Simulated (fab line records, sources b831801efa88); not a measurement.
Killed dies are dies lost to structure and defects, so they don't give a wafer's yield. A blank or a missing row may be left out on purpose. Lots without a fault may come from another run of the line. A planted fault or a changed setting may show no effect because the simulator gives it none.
Problem report in the 8D (eight disciplines) form, filled by code | flow sky130 | the parts of the form that need people (team, actions taken, sign-off) are left out

1. THE PROBLEM
cd_nm at SKY_POLY_CUT_CD_MEAS_08 reads a mean of 248.2 nm on 2 wafers of 2 lots; wafers without a fault read 269.8 nm with a standard deviation of 1.3. That is -17 standard deviations from the usual mean.
The step: target cd 270 nm.
First seen on wafer L418.5, day 30 01:50, on cd_sem-01. The record holds 39 wafers of 13 lots with a number at this step. Rule for "out", or "out of limits": more than 4 standard deviations from the usual mean. The other wafers with a number count as sound.

2. WHAT IT IS AND WHAT IT IS NOT
question                    | is                | is not
which readings at this step | cd_nm             | -
which lots                  | L418, L420        | L401, L403, L404, L407, L408, L409, L410, L411, L412, L413, L414
which wafers of those lots  | L418.5, L420.3    | L418.1, L418.6, L420.1, L420.6
read on which gauges        | cd_sem-01         | cd_sem-02
when                        | from day 30 01:50 | up to then (35 sound wafers); but 2 sound wafers of L420 came after

3. SUSPECTS, AND WHAT RULES EACH OUT
Counting: a tool at a process step up to the reading stays a suspect if it ran every lot that is out. Sound lots after the first of them don't rule it out here, since some wafers of a struck lot are sound.
- the gauge at SKY_POLY_CUT_CD_MEAS_08: kept. All the wafers that are out were read on cd_sem-01, and no step on other tools shows them out.
- rie_diel-03 at SKY_POLY_GATE_ETCH_15 (etches BARC in N2/H2, stops on SiO2, time 118.5 s, target depth 110 nm): kept. It ran every lot that is out, first L418 (day 22 15:08); its last sound lot up to then is L411 (day 21 12:52).
- krf_scanner-01 at SKY_POLY_CUT_EXPOSE_05 (exposes mask NPCM, target cd 270 nm): kept. It ran every lot that is out, first L418 (day 29 12:19); its last sound lot up to then is L414 (day 29 00:22).
Left after counting: rie_diel-03 at SKY_POLY_GATE_ETCH_15, krf_scanner-01 at SKY_POLY_CUT_EXPOSE_05, cd_sem-01 at SKY_POLY_CUT_CD_MEAS_08.

4. THE CAUSE (what the simulator had put in)
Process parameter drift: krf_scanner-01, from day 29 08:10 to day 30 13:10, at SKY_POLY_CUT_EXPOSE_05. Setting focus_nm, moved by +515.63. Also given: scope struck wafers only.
Counting left 3 suspects, and this tool is among them.

5. THE CHAIN OF EFFECTS, in route order
Each row: a reading whose mean over the struck wafers that have a number lies more than 3 standard deviations from the usual. Only readings for which the record gives a usual standard deviation are gone through. hours: the time from each lot's start at the first step in this table that gives one to its start at this step, as a median over the lots. sigmas: the change in usual standard deviations.
hours | step                    | reading | usual    | on struck wafers | change | sigmas
0     | SKY_POLY_CUT_CD_MEAS_08 | cd_nm   | 269.8 nm | 248.2            | -21.6  | -17

6. WHAT WOULD HAVE CAUGHT IT SOONER
In this record the first reading out of limits at a measuring or inspecting step was taken at day 30 01:50, 18 hours after the fault began at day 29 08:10.
Of the lots that are out (2), L420 began SKY_POLY_CUT_EXPOSE_05 on krf_scanner-01 after day 30 01:50. A hold on the tool at that time would have spared it.
